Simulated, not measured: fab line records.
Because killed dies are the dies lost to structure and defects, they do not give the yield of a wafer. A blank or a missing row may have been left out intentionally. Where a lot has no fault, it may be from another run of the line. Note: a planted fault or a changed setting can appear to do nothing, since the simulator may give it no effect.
Which tool did it? / flow sky130 / Sampling: 12 lots, 36 wafers, 4 of 708 route steps

## WHAT EACH GAUGE READ, for each wafer
SKY_FIELD_ISO_CD_MEAS_13: target cd 150 nm.
lot=L604; measured=day 3 08:01; on=cd_sem-02; cd_nm (nm)=150.6 150.2 150.3
lot=L605; measured=day 3 11:50; on=cd_sem-02; cd_nm (nm)=149.5 148.8 149.7
lot=L606; measured=day 3 16:56; on=cd_sem-02; cd_nm (nm)=148.7 148.1 148.5
lot=L608; measured=day 4 02:44; on=cd_sem-01; cd_nm (nm)=150.2 151.3 150.1
lot=L610; measured=day 4 14:39; on=cd_sem-02; cd_nm (nm)=150.2 152.1 150.9
lot=L612; measured=day 4 23:08; on=cd_sem-01; cd_nm (nm)=150.2 149.4 149.8
lot=L615; measured=day 5 19:44; on=cd_sem-02; cd_nm (nm)=149.3 147.5 148.2
lot=L616; measured=day 5 23:01; on=cd_sem-02; cd_nm (nm)=149.4 150.8 149.4
lot=L619; measured=day 6 12:36; on=cd_sem-01; cd_nm (nm)=148.3 148.6 148.3
lot=L620; measured=day 6 19:00; on=cd_sem-02; cd_nm (nm)=150.9 152.7 151.3
lot=L621; measured=day 7 02:19; on=cd_sem-02; cd_nm (nm)=153.0 151.6 152.6
lot=L622; measured=day 7 05:59; on=cd_sem-01; cd_nm (nm)=149.4 149.2 149.0

SKY_NWELL_TW_MEAS_26.
lot=L604; measured=day 6 15:55; on=film_metro-03; NWELL_2_TW=487 488 489
lot=L605; measured=day 6 20:50; on=film_metro-03; NWELL_2_TW=550 550 549
lot=L606; measured=day 7 04:02; on=film_metro-03; NWELL_2_TW=485 485 487
lot=L608; measured=day 7 14:42; on=film_metro-04; NWELL_2_TW=554 556 554
lot=L610; measured=day 8 03:06; on=film_metro-04; NWELL_2_TW=556 560 557
lot=L612; measured=day 8 13:38; on=film_metro-02; NWELL_2_TW=494 495 493
lot=L615; measured=day 9 15:35; on=film_metro-03; NWELL_2_TW=486 489 487
lot=L616; measured=day 9 20:33; on=film_metro-03; NWELL_2_TW=488 489 488
lot=L619; measured=day 10 11:14; on=film_metro-02; NWELL_2_TW=498 497 496
lot=L620; measured=day 10 19:03; on=film_metro-02; NWELL_2_TW=498 497 497
lot=L621; measured=day 11 00:59; on=film_metro-04; NWELL_2_TW=491 493 492
lot=L622; measured=day 11 05:11; on=film_metro-02; NWELL_2_TW=495 497 499

## WHAT TOOL EACH LOT RAN ON (gives the tool, then ch and the chambers of the sampled wafers, and finally the start)
lot=L604; SKY_FIELD_ISO_SOFTBAKE_09=litho_track-04 ch 0, day 3 08:01 or earlier; SKY_NWELL_IMPLANT_24=implanter-03 ch 0, day 6 15:43
lot=L605; SKY_FIELD_ISO_SOFTBAKE_09=litho_track-01 ch 0, day 3 11:50 or earlier; SKY_NWELL_IMPLANT_24=implanter-03 ch 0, day 6 20:35
lot=L606; SKY_FIELD_ISO_SOFTBAKE_09=litho_track-01 ch 0, day 3 16:56 or earlier; SKY_NWELL_IMPLANT_24=implanter-01 ch 0, day 7 03:47
lot=L608; SKY_FIELD_ISO_SOFTBAKE_09=litho_track-04 ch 0, day 4 02:44 or earlier; SKY_NWELL_IMPLANT_24=implanter-03 ch 0, day 7 14:28
lot=L610; SKY_FIELD_ISO_SOFTBAKE_09=litho_track-04 ch 0, day 4 14:39 or earlier; SKY_NWELL_IMPLANT_24=implanter-03 ch 0, day 8 02:51
lot=L612; SKY_FIELD_ISO_SOFTBAKE_09=litho_track-04 ch 0, day 4 23:08 or earlier; SKY_NWELL_IMPLANT_24=implanter-01 ch 0, day 8 13:23
lot=L615; SKY_FIELD_ISO_SOFTBAKE_09=litho_track-01 ch 0, day 5 19:44 or earlier; SKY_NWELL_IMPLANT_24=implanter-01 ch 0, day 9 15:22
lot=L616; SKY_FIELD_ISO_SOFTBAKE_09=litho_track-02 ch 0, day 5 23:01 or earlier; SKY_NWELL_IMPLANT_24=implanter-01 ch 0, day 9 20:18
lot=L619; SKY_FIELD_ISO_SOFTBAKE_09=litho_track-01 ch 0, day 6 12:36 or earlier; SKY_NWELL_IMPLANT_24=implanter-03 ch 0, day 10 10:59
lot=L620; SKY_FIELD_ISO_SOFTBAKE_09=litho_track-02 ch 0, day 6 19:00 or earlier; SKY_NWELL_IMPLANT_24=implanter-03 ch 0, day 10 18:48
lot=L621; SKY_FIELD_ISO_SOFTBAKE_09=litho_track-02 ch 0, day 7 02:19 or earlier; SKY_NWELL_IMPLANT_24=implanter-01 ch 0, day 11 00:44
lot=L622; SKY_FIELD_ISO_SOFTBAKE_09=litho_track-04 ch 0, day 7 05:59 or earlier; SKY_NWELL_IMPLANT_24=implanter-01 ch 0, day 11 04:58
- SKY_FIELD_ISO_SOFTBAKE_09: time 94.25 s.
- SKY_NWELL_IMPLANT_24

## WHAT THE TOOLS THEMSELVES READ (means of the sampled wafers that have a number; where no wafer has one, the mark that the record gives instead)
SKY_FIELD_ISO_SOFTBAKE_09.
lot=L604; tool=litho_track-04; plate_sensor_t_centre_C (C)=100.88; plate_sensor_t_edge_C (C)=100.95
lot=L605; tool=litho_track-01; plate_sensor_t_centre_C (C)=100.89; plate_sensor_t_edge_C (C)=100.95
lot=L606; tool=litho_track-01; plate_sensor_t_centre_C (C)=100.89; plate_sensor_t_edge_C (C)=100.95
lot=L608; tool=litho_track-04; plate_sensor_t_centre_C (C)=100.89; plate_sensor_t_edge_C (C)=100.95
lot=L610; tool=litho_track-04; plate_sensor_t_centre_C (C)=100.88; plate_sensor_t_edge_C (C)=100.95
lot=L612; tool=litho_track-04; plate_sensor_t_centre_C (C)=100.88; plate_sensor_t_edge_C (C)=100.95
lot=L615; tool=litho_track-01; plate_sensor_t_centre_C (C)=100.87; plate_sensor_t_edge_C (C)=100.96
lot=L616; tool=litho_track-02; plate_sensor_t_centre_C (C)=100.88; plate_sensor_t_edge_C (C)=100.95
lot=L619; tool=litho_track-01; plate_sensor_t_centre_C (C)=100.88; plate_sensor_t_edge_C (C)=100.96
lot=L620; tool=litho_track-02; plate_sensor_t_centre_C (C)=100.89; plate_sensor_t_edge_C (C)=100.96
lot=L621; tool=litho_track-02; plate_sensor_t_centre_C (C)=100.89; plate_sensor_t_edge_C (C)=100.95
lot=L622; tool=litho_track-04; plate_sensor_t_centre_C (C)=100.88; plate_sensor_t_edge_C (C)=100.95

SKY_NWELL_IMPLANT_24.
lot=L604 tool=implanter-03 dose_ions_cm2=9.202e+12 faraday_current_uA=51.2
lot=L605 tool=implanter-03 dose_ions_cm2=1.348e+13 faraday_current_uA=78.6
lot=L606 tool=implanter-01 dose_ions_cm2=9.212e+12 faraday_current_uA=50.2
lot=L608 tool=implanter-03 dose_ions_cm2=1.347e+13 faraday_current_uA=76.1
lot=L610 tool=implanter-03 dose_ions_cm2=1.347e+13 faraday_current_uA=76.1
lot=L612 tool=implanter-01 dose_ions_cm2=9.195e+12 faraday_current_uA=51.6
lot=L615 tool=implanter-01 dose_ions_cm2=9.190e+12 faraday_current_uA=51.6
lot=L616 tool=implanter-01 dose_ions_cm2=9.216e+12 faraday_current_uA=52.7
lot=L619 tool=implanter-03 dose_ions_cm2=9.187e+12 faraday_current_uA=51.4
lot=L620 tool=implanter-03 dose_ions_cm2=9.201e+12 faraday_current_uA=52.2
lot=L621 tool=implanter-01 dose_ions_cm2=9.199e+12 faraday_current_uA=51.7
lot=L622 tool=implanter-01 dose_ions_cm2=9.202e+12 faraday_current_uA=52.9

## THE ANSWER, worked out from the rows above alone
Rule: the usual values come from the lots themselves. Put in order of their means at a reading, lots are off if they are a third of the lots or fewer, leave a main group of 4 or more, and stand apart from it by a gap of 3 or more times the standard deviation of the main group's means; of several such gaps the widest counts. The tables above print the reading to a certain number of digits; a main group whose means all agree to those digits is not used. A lot without any number at a reading at which 4 lots or more have one is off too. Where the step has rows for the other lots, those lots are counted as sound. First the gauges in route order, then the tools' own readings, where a lot's mean is used as printed above. At the first step where some lot is off, the reading lying furthest off is the one used; lots without a number count as furthest.
Off: L605, L608, L610, at SKY_NWELL_TW_MEAS_26 (NWELL_2_TW). Mean 492 and standard deviation 4.4 in the main group.
A tool fits if, at a process step before that reading, it ran every lot that is off, and no sound lot after the first of them. The gauges at SKY_NWELL_TW_MEAS_26 aren't tried: what is off there is off at SKY_NWELL_IMPLANT_24 too, on other tools, and a gauge's error can't cause that. SKY_FIELD_ISO_SOFTBAKE_09 gives no start for some lots, so the hours and the order of its lots are those of SKY_FIELD_ISO_CD_MEAS_13. No candidate that was tried fits.

## WHAT THE SIMULATOR PUT IN
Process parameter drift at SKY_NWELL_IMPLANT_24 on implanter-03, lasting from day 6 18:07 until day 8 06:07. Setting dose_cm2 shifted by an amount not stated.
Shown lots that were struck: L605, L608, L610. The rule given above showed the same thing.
